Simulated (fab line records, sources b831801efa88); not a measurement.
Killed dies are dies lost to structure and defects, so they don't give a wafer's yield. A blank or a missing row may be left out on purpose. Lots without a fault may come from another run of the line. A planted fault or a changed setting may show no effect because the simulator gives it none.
Which tool did it? | flow sky130 | 10 lots, 29 wafers sampled, at 5 steps of a route of 708

WHAT THE GAUGES READ, wafer by wafer
SKY_CAPM_RS_MEAS_03: measures by four-point-probe.
lot  | measured     | on            | CAPM_TIN_RS (ohm/sq)
L798 | day 37 18:07 | film_metro-04 | 6.90 6.93 6.96
L800 | day 38 02:22 | film_metro-02 | 6.95 6.88 6.87
L799 | day 38 05:50 | film_metro-02 | 6.95 6.84 6.92
L806 | day 41 23:50 | film_metro-01 | 6.91 6.78 6.95
L807 | day 42 00:31 | film_metro-01 | 7.43 7.40
L808 | day 42 03:04 | film_metro-02 | 7.31 7.33 7.47
L812 | day 42 10:22 | film_metro-04 | 6.97 6.94 6.88
L813 | day 42 15:20 | film_metro-02 | 7.13 7.05 7.07
L814 | day 42 15:35 | film_metro-01 | 6.98 7.01 7.00
L816 | day 43 06:56 | film_metro-04 | 7.02 7.05 7.07

SKY_CAPM_THK_MEAS_04: measures by xrf.
lot  | measured     | on            | CAPM_TIN_THK (nm)
L798 | day 37 18:14 | film_metro-04 | 199.8 199.7 198.3
L800 | day 38 02:29 | film_metro-02 | 199.8 201.2 200.6
L799 | day 38 05:58 | film_metro-02 | 198.7 202.6 200.2
L806 | day 41 23:58 | film_metro-01 | 201.7 204.8 199.5
L807 | day 42 00:37 | film_metro-01 | 188.0 188.7
L808 | day 42 03:11 | film_metro-02 | 190.9 190.6 186.0
L812 | day 42 10:29 | film_metro-04 | 198.6 199.3 201.3
L813 | day 42 15:26 | film_metro-02 | 194.2 196.8 195.3
L814 | day 42 15:42 | film_metro-01 | 200.2 199.6 199.0
L816 | day 43 07:01 | film_metro-04 | 196.6 195.8 195.2

WHICH TOOL RAN EACH LOT (tool, then ch and the chambers of the sampled wafers, then the start)
lot  | SKY_METAL2_DESCUM_17              | SKY_METAL3_SPUTTER_02        | SKY_CAPM_SPUTTER_02
L798 | rie_metal-03 ch 0,1, day 36 13:19 | pvd_sputter-02, day 37 17:48 | pvd_sputter-03, day 37 17:59
L800 | rie_metal-01 ch 0,1, day 36 20:37 | pvd_sputter-01, day 38 02:04 | pvd_sputter-04, day 38 02:16
L799 | rie_metal-04 ch 0,1, day 37 00:40 | pvd_sputter-02, day 38 05:32 | pvd_sputter-03, day 38 05:44
L806 | rie_metal-01 ch 0,1, day 40 20:16 | pvd_sputter-02, day 41 23:32 | pvd_sputter-03, day 41 23:44
L807 | rie_metal-04 ch 0, day 40 20:55   | pvd_sputter-04, day 42 00:11 | pvd_sputter-03, day 42 00:22
L808 | rie_metal-03 ch 0,1, day 41 00:25 | pvd_sputter-02, day 42 02:46 | pvd_sputter-03, day 42 02:57
L812 | rie_metal-01 ch 0, day 41 07:43   | pvd_sputter-01, day 42 10:04 | pvd_sputter-04, day 42 10:15
L813 | rie_metal-01 ch 0,1, day 41 12:54 | pvd_sputter-01, day 42 15:01 | pvd_sputter-04, day 42 15:13
L814 | rie_metal-03 ch 0,1, day 41 13:25 | pvd_sputter-01, day 42 15:17 | pvd_sputter-02, day 42 15:28
L816 | rie_metal-01 ch 0,1, day 42 04:49 | pvd_sputter-04, day 43 06:34 | pvd_sputter-02, day 43 06:46
- SKY_METAL2_DESCUM_17: chemistry O2, time 8 s.
- SKY_METAL3_SPUTTER_02: material AlCu, target thk 735 nm, time 39.1 s.
- SKY_CAPM_SPUTTER_02: material TiN, target thk 200 nm, time 166.7 s.

WHAT THE TOOLS THEMSELVES READ (means of the sampled wafers that have a number; where no wafer has one, the mark that the record gives instead)
SKY_METAL2_DESCUM_17.
lot  | tool         | drypump_motor_current_A (A) | oes_product_au (a.u.)
L798 | rie_metal-03 | 5.90                        | 0.989
L800 | rie_metal-01 | 6.01                        | 0.987
L799 | rie_metal-04 | 6.14                        | 0.985
L806 | rie_metal-01 | 5.74                        | 0.997
L807 | rie_metal-04 | 6.09                        | 0.990
L808 | rie_metal-03 | 5.90                        | 0.997
L812 | rie_metal-01 | 5.52                        | 0.997
L813 | rie_metal-01 | 6.01                        | 1.000
L814 | rie_metal-03 | 6.04                        | 0.994
L816 | rie_metal-01 | 5.99                        | 0.987

SKY_METAL3_SPUTTER_02.
lot  | tool           | throttle_valve_pct (%)
L798 | pvd_sputter-02 | 30.1
L800 | pvd_sputter-01 | 27.8
L799 | pvd_sputter-02 | 29.6
L806 | pvd_sputter-02 | 30.3
L807 | pvd_sputter-04 | 29.5
L808 | pvd_sputter-02 | 30.7
L812 | pvd_sputter-01 | 28.7
L813 | pvd_sputter-01 | 29.1
L814 | pvd_sputter-01 | 28.4
L816 | pvd_sputter-04 | 30.7

SKY_CAPM_SPUTTER_02.
lot  | tool           | throttle_valve_pct (%)
L798 | pvd_sputter-03 | 29.9
L800 | pvd_sputter-04 | 30.1
L799 | pvd_sputter-03 | 29.3
L806 | pvd_sputter-03 | 29.4
L807 | pvd_sputter-03 | 30.5
L808 | pvd_sputter-03 | 29.9
L812 | pvd_sputter-04 | 30.0
L813 | pvd_sputter-04 | 29.5
L814 | pvd_sputter-02 | 29.7
L816 | pvd_sputter-02 | 29.8

THE ANSWER, worked out from the rows above alone
Rule: what is usual is taken from the lots themselves. Put in order of their means at a reading, lots are off if they are a third of the lots or fewer, leave a main group of 4 or more, and stand apart from it by a gap of 3 or more times the standard deviation of the main group's means; of several such gaps the widest counts. A main group whose means are all the same, to the digits that the tables above print for the reading, isn't used. A lot without any number at a reading at which 4 lots or more have one is off too. The other lots that the step has rows for count as sound. The gauges are gone through in route order, then the tools' own readings, and for those a lot's mean is taken as printed above. The first step at which some lot is off is used, and at that step the reading that is off furthest; a lot without a number counts as furthest.
Off: L807, L808, at SKY_CAPM_RS_MEAS_03 (CAPM_TIN_RS). The main group: mean 6.96 ohm/sq, standard deviation 0.07.
A tool fits if, at a process step before that reading, it ran every lot that is off, and no sound lot after the first of them. The gauges at SKY_CAPM_RS_MEAS_03 are tried like those tools. One fits: pvd_sputter-03 at SKY_CAPM_SPUTTER_02. Its last sound lot is L806 (day 41 23:44), its first lot that is off L807 (day 42 00:22): a fault that began between those two fits.

WHAT THE SIMULATOR HAD PUT IN
Process parameter drift: pvd_sputter-03, from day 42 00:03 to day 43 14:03, at SKY_CAPM_SPUTTER_02. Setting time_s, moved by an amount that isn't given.
Lots struck among those shown: L807, L808. The rule above found the same.
